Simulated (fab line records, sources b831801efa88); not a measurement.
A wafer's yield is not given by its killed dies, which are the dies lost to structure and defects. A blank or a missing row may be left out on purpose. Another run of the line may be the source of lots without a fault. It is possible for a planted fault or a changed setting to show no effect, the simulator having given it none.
Which of the tools did it? :: flow sky130 :: 13 lots, 39 wafers sampled, at 5 steps of a route of 708

## WHAT EACH GAUGE READ, for each wafer
SKY_VT_ADJUST_LVTN_OVL_MEAS_18. Usual: VT_ADJUST_LVTN_01_OVL 0.3 nm, standard deviation 1.3.
lot: L983
measured: day 7 14:16
on: overlay-01
VT_ADJUST_LVTN_01_OVL (nm): -2.1 -1.9 -2.1
flag: 

lot: L984
measured: day 8 00:00
on: overlay-01
VT_ADJUST_LVTN_01_OVL (nm): 1.1 0.9 -1.1
flag: 

lot: L985
measured: day 8 03:54
on: overlay-02
VT_ADJUST_LVTN_01_OVL (nm): 0.4 1.7 1.0
flag: 

lot: L988
measured: day 9 05:16
on: overlay-01
VT_ADJUST_LVTN_01_OVL (nm): -1.2 -0.3 -0.2
flag: 

lot: L987
measured: day 9 06:30
on: overlay-01
VT_ADJUST_LVTN_01_OVL (nm): -0.3 0.3 0.0
flag: 

lot: L989
measured: day 10 01:04
on: overlay-01
VT_ADJUST_LVTN_01_OVL (nm): 0.3 1.6 3.1
flag: 

lot: L990
measured: day 10 01:22
on: overlay-02
VT_ADJUST_LVTN_01_OVL (nm): -0.8 -0.8 -1.2
flag: 

lot: L994
measured: day 11 08:10
on: overlay-01
VT_ADJUST_LVTN_01_OVL (nm): 0.2 -0.3 -0.5
flag: 

lot: L996
measured: day 11 12:37
on: overlay-01
VT_ADJUST_LVTN_01_OVL (nm): -0.3 -0.6 1.3
flag: 

lot: L103
measured: day 13 10:34
on: overlay-02
VT_ADJUST_LVTN_01_OVL (nm): 0.6 -1.6 -0.2
flag: 

lot: L104
measured: day 13 17:25
on: overlay-01
VT_ADJUST_LVTN_01_OVL (nm): -0.3 0.1 2.1
flag: 

lot: L105
measured: day 14 01:15
on: overlay-01
VT_ADJUST_LVTN_01_OVL (nm): 0.7 -0.3 -1.4
flag: 

lot: L106
measured: day 14 10:34
on: overlay-02
VT_ADJUST_LVTN_01_OVL (nm): 0.7 -2.8 -0.1
flag: 

SKY_VT_ADJUST_LVTN_TW_MEAS_21. Usual: VT_ADJUST_LVTN_2_TW 187.5, standard deviation 1.1.
lot: L983
measured: day 7 14:33
on: film-metro-01
VT_ADJUST_LVTN_2_TW: 186.6 186.9 186.0
flag: 

lot: L984
measured: day 8 00:17
on: film-metro-01
VT_ADJUST_LVTN_2_TW: 187.6 186.1 187.2
flag: 

lot: L985
measured: day 8 04:11
on: film-metro-02
VT_ADJUST_LVTN_2_TW: 187.6 187.5 186.5
flag: 

lot: L988
measured: day 9 05:34
on: film-metro-01
VT_ADJUST_LVTN_2_TW: 187.7 186.6 186.5
flag: 

lot: L987
measured: day 9 06:47
on: film-metro-03
VT_ADJUST_LVTN_2_TW: 186.7 187.7 188.3
flag: 

lot: L989
measured: day 10 01:21
on: film-metro-02
VT_ADJUST_LVTN_2_TW: 187.5 187.3 187.5
flag: 

lot: L990
measured: day 10 01:39
on: film-metro-01
VT_ADJUST_LVTN_2_TW: 187.7 187.5 186.5
flag: 

lot: L994
measured: day 11 08:27
on: film-metro-01
VT_ADJUST_LVTN_2_TW: 189.7 189.6 188.8
flag: 

lot: L996
measured: day 11 12:54
on: film-metro-02
VT_ADJUST_LVTN_2_TW: 186.4 187.8 187.9
flag: 

lot: L103
measured: day 13 10:52
on: film-metro-02
VT_ADJUST_LVTN_2_TW: 186.9 187.3 187.0
flag: 

lot: L104
measured: day 13 17:45
on: film-metro-03
VT_ADJUST_LVTN_2_TW: 187.7 187.6 187.7
flag: 

lot: L105
measured: day 14 01:32
on: film-metro-03
VT_ADJUST_LVTN_2_TW: 187.8 187.4 187.0
flag: 

lot: L106
measured: day 14 10:52
on: film-metro-01
VT_ADJUST_LVTN_2_TW: 189.3 189.6 190.2
flag: 

SKY_VT_ADJUST_HVTR_CD_MEAS_07 targets a cd of 380 nm. Usual: cd-nm 379.4 nm, standard deviation 2.2.
lot: L983
measured: day 9 08:21
on: cd-sem-02
cd-nm (nm): 378.0 379.5 377.6
flag: 

lot: L984
measured: day 9 19:09
on: cd-sem-01
cd-nm (nm): 379.2 378.3 378.3
flag: 

lot: L985
measured: day 9 23:56
on: cd-sem-02
cd-nm (nm): 377.8 378.6 378.0
flag: 

lot: L988
measured: day 11 03:04
on: cd-sem-01
cd-nm (nm): 380.0 384.8 379.9
flag: 

lot: L987
measured: day 11 04:48
on: cd-sem-01
cd-nm (nm): 380.3 380.9 380.4
flag: 

lot: L989
measured: day 12 00:25
on: cd-sem-02
cd-nm (nm): 377.3 377.1 377.9
flag: 

lot: L990
measured: day 12 01:51
on: cd-sem-02
cd-nm (nm): 377.7 377.1 377.2
flag: 

lot: L994
measured: day 13 10:15
on: cd-sem-02
cd-nm (nm): 393.6 378.7 377.5
flag: 

lot: L996
measured: day 13 15:18
on: cd-sem-02
cd-nm (nm): 391.0 380.0 380.7
flag: 

lot: L103
measured: day 15 17:06
on: cd-sem-02
cd-nm (nm): 379.6 380.3 380.6
flag: 

lot: L104
measured: day 16 00:11
on: cd-sem-02
cd-nm (nm): 381.6 382.4 383.1
flag: 

lot: L105
measured: day 16 09:07
on: cd-sem-02
cd-nm (nm): 377.3 377.6 378.3
flag: 

lot: L106
measured: day 16 19:32
on: cd-sem-02
cd-nm (nm): 383.3 381.6 382.3
flag: 

## WHAT TOOL EACH LOT RAN ON (gives the tool, then ch and the chambers of the sampled wafers, and finally the start)
lot: L983
SKY_VT_ADJUST_LVTN_STRIP_09: plasma-asher-01 ch 0,1, day 6 18:41
SKY_VT_ADJUST_HVTR_DEVELOP_06: litho-track-02 ch 0, day 9 08:12

lot: L984
SKY_VT_ADJUST_LVTN_STRIP_09: plasma-asher-02 ch 0,1, day 7 03:29
SKY_VT_ADJUST_HVTR_DEVELOP_06: litho-track-02 ch 0, day 9 19:00

lot: L985
SKY_VT_ADJUST_LVTN_STRIP_09: plasma-asher-03 ch 0,1, day 7 08:24
SKY_VT_ADJUST_HVTR_DEVELOP_06: litho-track-01 ch 0, day 9 23:47

lot: L988
SKY_VT_ADJUST_LVTN_STRIP_09: plasma-asher-03 ch 1, day 8 08:06
SKY_VT_ADJUST_HVTR_DEVELOP_06: litho-track-02 ch 0, day 11 02:56

lot: L987
SKY_VT_ADJUST_LVTN_STRIP_09: plasma-asher-03 ch 0,1, day 8 08:59
SKY_VT_ADJUST_HVTR_DEVELOP_06: litho-track-02 ch 0, day 11 04:39

lot: L989
SKY_VT_ADJUST_LVTN_STRIP_09: plasma-asher-03 ch 0,1, day 9 02:44
SKY_VT_ADJUST_HVTR_DEVELOP_06: litho-track-01 ch 0, day 12 00:16

lot: L990
SKY_VT_ADJUST_LVTN_STRIP_09: plasma-asher-01 ch 0,1, day 9 03:05
SKY_VT_ADJUST_HVTR_DEVELOP_06: litho-track-02 ch 0, day 12 01:42

lot: L994
SKY_VT_ADJUST_LVTN_STRIP_09: plasma-asher-02 ch 0,1, day 10 08:23
SKY_VT_ADJUST_HVTR_DEVELOP_06: litho-track-02 ch 0, day 13 10:06

lot: L996
SKY_VT_ADJUST_LVTN_STRIP_09: plasma-asher-03 ch 0,1, day 10 13:00
SKY_VT_ADJUST_HVTR_DEVELOP_06: litho-track-02 ch 0, day 13 15:09

lot: L103
SKY_VT_ADJUST_LVTN_STRIP_09: plasma-asher-02 ch 0,1, day 12 09:29
SKY_VT_ADJUST_HVTR_DEVELOP_06: litho-track-03 ch 0, day 15 16:58

lot: L104
SKY_VT_ADJUST_LVTN_STRIP_09: plasma-asher-02 ch 0,1, day 12 16:12
SKY_VT_ADJUST_HVTR_DEVELOP_06: litho-track-03 ch 0, day 16 00:02

lot: L105
SKY_VT_ADJUST_LVTN_STRIP_09: plasma-asher-02 ch 0, day 13 00:03
SKY_VT_ADJUST_HVTR_DEVELOP_06: litho-track-03 ch 0, day 16 08:58

lot: L106
SKY_VT_ADJUST_LVTN_STRIP_09: plasma-asher-03 ch 0,1, day 13 08:48
SKY_VT_ADJUST_HVTR_DEVELOP_06: litho-track-03 ch 0, day 16 19:23
- SKY_VT_ADJUST_LVTN_STRIP_09: strips in O2/N2.
- SKY_VT_ADJUST_HVTR_DEVELOP_06: develop time 60 s.

## AS READ BY THE TOOLS THEMSELVES (means over the sampled wafers that have a number; for cases with no such wafer, the mark the record gives instead)
SKY_VT_ADJUST_LVTN_STRIP_09. Usual: drypump-motor-current-A 5.6 A, standard deviation 0.46; oes-product-au 0.722 a.u., standard deviation 0.0047; strip-time-to-endpoint-s 36.93 s, standard deviation 0.11.
lot: L983
tool: plasma-asher-01
drypump-motor-current-A (A): 6.0
oes-product-au (a.u.): 0.722
strip-time-to-endpoint-s (s): 37.03
flag: 

lot: L984
tool: plasma-asher-02
drypump-motor-current-A (A): 5.7
oes-product-au (a.u.): 0.722
strip-time-to-endpoint-s (s): 36.99
flag: 

lot: L985
tool: plasma-asher-03
drypump-motor-current-A (A): 5.6
oes-product-au (a.u.): 0.722
strip-time-to-endpoint-s (s): 36.99
flag: 

lot: L988
tool: plasma-asher-03
drypump-motor-current-A (A): 5.8
oes-product-au (a.u.): 0.720
strip-time-to-endpoint-s (s): 36.96
flag: 

lot: L987
tool: plasma-asher-03
drypump-motor-current-A (A): 5.5
oes-product-au (a.u.): 0.724
strip-time-to-endpoint-s (s): 36.86
flag: 

lot: L989
tool: plasma-asher-03
drypump-motor-current-A (A): 5.5
oes-product-au (a.u.): 0.716
strip-time-to-endpoint-s (s): 36.95
flag: 

lot: L990
tool: plasma-asher-01
drypump-motor-current-A (A): 5.8
oes-product-au (a.u.): 0.725
strip-time-to-endpoint-s (s): 36.97
flag: 

lot: L994
tool: plasma-asher-02
drypump-motor-current-A (A): 5.7
oes-product-au (a.u.): 0.721
strip-time-to-endpoint-s (s): 36.84
flag: 

lot: L996
tool: plasma-asher-03
drypump-motor-current-A (A): 5.5
oes-product-au (a.u.): 0.719
strip-time-to-endpoint-s (s): 36.92
flag: 

lot: L103
tool: plasma-asher-02
drypump-motor-current-A (A): 5.9
oes-product-au (a.u.): 0.721
strip-time-to-endpoint-s (s): 36.76
flag: 

lot: L104
tool: plasma-asher-02
drypump-motor-current-A (A): 5.9
oes-product-au (a.u.): 0.724
strip-time-to-endpoint-s (s): 36.88
flag: 

lot: L105
tool: plasma-asher-02
drypump-motor-current-A (A): 6.2
oes-product-au (a.u.): 0.721
strip-time-to-endpoint-s (s): 36.80
flag: 

lot: L106
tool: plasma-asher-03
drypump-motor-current-A (A): 5.3
oes-product-au (a.u.): 0.723
strip-time-to-endpoint-s (s): 36.85
flag: 

SKY_VT_ADJUST_HVTR_DEVELOP_06. Usual: exhaust-pa 44.9 Pa, standard deviation 0.89; resist-line-temp-C 23.01 C, standard deviation 0.11.
lot: L983
tool: litho-track-02
exhaust-pa (Pa): 45.8
resist-line-temp-C (C): 23.03
flag: 

lot: L984
tool: litho-track-02
exhaust-pa (Pa): 45.0
resist-line-temp-C (C): 22.96
flag: 

lot: L985
tool: litho-track-01
exhaust-pa (Pa): 43.9
resist-line-temp-C (C): 23.10
flag: 

lot: L988
tool: litho-track-02
exhaust-pa (Pa): 44.7
resist-line-temp-C (C): 22.93
flag: 

lot: L987
tool: litho-track-02
exhaust-pa (Pa): 46.4
resist-line-temp-C (C): 23.16
flag: 

lot: L989
tool: litho-track-01
exhaust-pa (Pa): 44.7
resist-line-temp-C (C): 23.05
flag: 

lot: L990
tool: litho-track-02
exhaust-pa (Pa): 45.1
resist-line-temp-C (C): 23.02
flag: 

lot: L994
tool: litho-track-02
exhaust-pa (Pa): 44.0
resist-line-temp-C (C): 23.03
flag: 

lot: L996
tool: litho-track-02
exhaust-pa (Pa): 44.6
resist-line-temp-C (C): 23.10
flag: 

lot: L103
tool: litho-track-03
exhaust-pa (Pa): 45.8
resist-line-temp-C (C): 22.97
flag: 

lot: L104
tool: litho-track-03
exhaust-pa (Pa): 45.9
resist-line-temp-C (C): 23.17
flag: 

lot: L105
tool: litho-track-03
exhaust-pa (Pa): 45.7
resist-line-temp-C (C): 22.96
flag: 

lot: L106
tool: litho-track-03
exhaust-pa (Pa): 45.1
resist-line-temp-C (C): 22.94
flag: 

## THE ANSWER, worked out from the rows above alone
Rule: a lot is off if the mean of its wafers that have a number lies more than 3 standard deviations from the usual mean. A lot without any number at a reading at which 4 lots or more have one is off too. Any other lot the step has rows for is counted as sound. The gauges are gone through in route order, then the tools' own readings, and for those a lot's mean is taken as printed above. The first step at which some lot is off is used, and at that step the reading that is off furthest; a lot without a number counts as furthest.
No lot is off on any of the readings shown, so nothing can be concluded from this.

## WHAT HAD BEEN PUT IN BY THE SIMULATOR
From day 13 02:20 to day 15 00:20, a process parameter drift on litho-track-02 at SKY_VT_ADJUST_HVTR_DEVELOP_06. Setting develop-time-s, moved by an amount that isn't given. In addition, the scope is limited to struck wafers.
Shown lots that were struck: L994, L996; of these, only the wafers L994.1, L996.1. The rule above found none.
